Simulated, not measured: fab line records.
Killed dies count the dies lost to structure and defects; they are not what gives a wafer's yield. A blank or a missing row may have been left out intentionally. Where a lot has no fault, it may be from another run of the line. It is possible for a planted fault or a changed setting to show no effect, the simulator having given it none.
Which tool was responsible? | flow gf180mcu | Sampling: 6 lots, 18 wafers, 4 of 602 route steps

WHAT THE GAUGES SHOWED, per wafer
GF_V2_CD_MEAS_14: the cd target is 260 nm.
lot  | measured     | on        | cd_nm (nm)
L118 | day 20 19:29 | cd_sem-01 | 259.1 259.3 259.6
L122 | day 22 23:02 | cd_sem-02 | 260.8 260.0 259.4
L126 | day 24 04:04 | cd_sem-01 | 260.9 261.7 262.2
L129 | day 24 21:58 | cd_sem-01 | 260.5 259.9 261.3
L132 | day 26 08:20 | cd_sem-02 | 261.8 261.1 259.7
L137 | day 27 11:06 | cd_sem-01 | 260.1 260.2 260.6

EACH LOT AND THE TOOL THAT RAN IT (in order: tool; ch and the chambers of the sampled wafers; start)
lot  | GF_M2_SPUTTER_00             | GF_M2_SPUTTER_01             | GF_V2_PEB_12
L118 | pvd_sputter-01, day 18 16:20 | pvd_sputter-01, day 18 16:26 | litho_track-01 ch 0, day 20 19:09
L122 | pvd_sputter-01, day 20 22:16 | pvd_sputter-01, day 20 22:22 | litho_track-01 ch 0, day 22 22:42
L126 | pvd_sputter-03, day 22 05:24 | pvd_sputter-03, day 22 05:30 | litho_track-01 ch 0, day 24 03:43
L129 | pvd_sputter-04, day 22 23:29 | pvd_sputter-04, day 22 23:35 | litho_track-04 ch 0, day 24 21:37
L132 | pvd_sputter-01, day 24 12:56 | pvd_sputter-01, day 24 13:02 | litho_track-01 ch 0, day 26 08:00
L137 | pvd_sputter-04, day 25 16:07 | pvd_sputter-04, day 25 16:13 | litho_track-02 ch 0, day 27 10:45
- GF_M2_SPUTTER_00: material Ti, target thk 37.5 nm, time 150 s.
- GF_M2_SPUTTER_01: material TiN, target thk 30 nm, time 25 s.
- GF_V2_PEB_12: peb time 90 s.

THE ANSWER, worked out from the rows above alone
Rule: the usual values come from the lots themselves. Put in order of their means at a reading, lots are off if they are a third of the lots or fewer, leave a main group of 4 or more, and stand apart from it by a gap of 3 or more times the standard deviation of the main group's means; of several such gaps the widest counts. A main group whose means are all the same, to the digits that the tables above print for the reading, isn't used. A lot without any number at a reading at which 4 lots or more have one is off too. The other lots that the step has rows for count as sound.
None of the lots is off at any reading shown; this tells nothing.

WHAT THE SIMULATOR PUT IN
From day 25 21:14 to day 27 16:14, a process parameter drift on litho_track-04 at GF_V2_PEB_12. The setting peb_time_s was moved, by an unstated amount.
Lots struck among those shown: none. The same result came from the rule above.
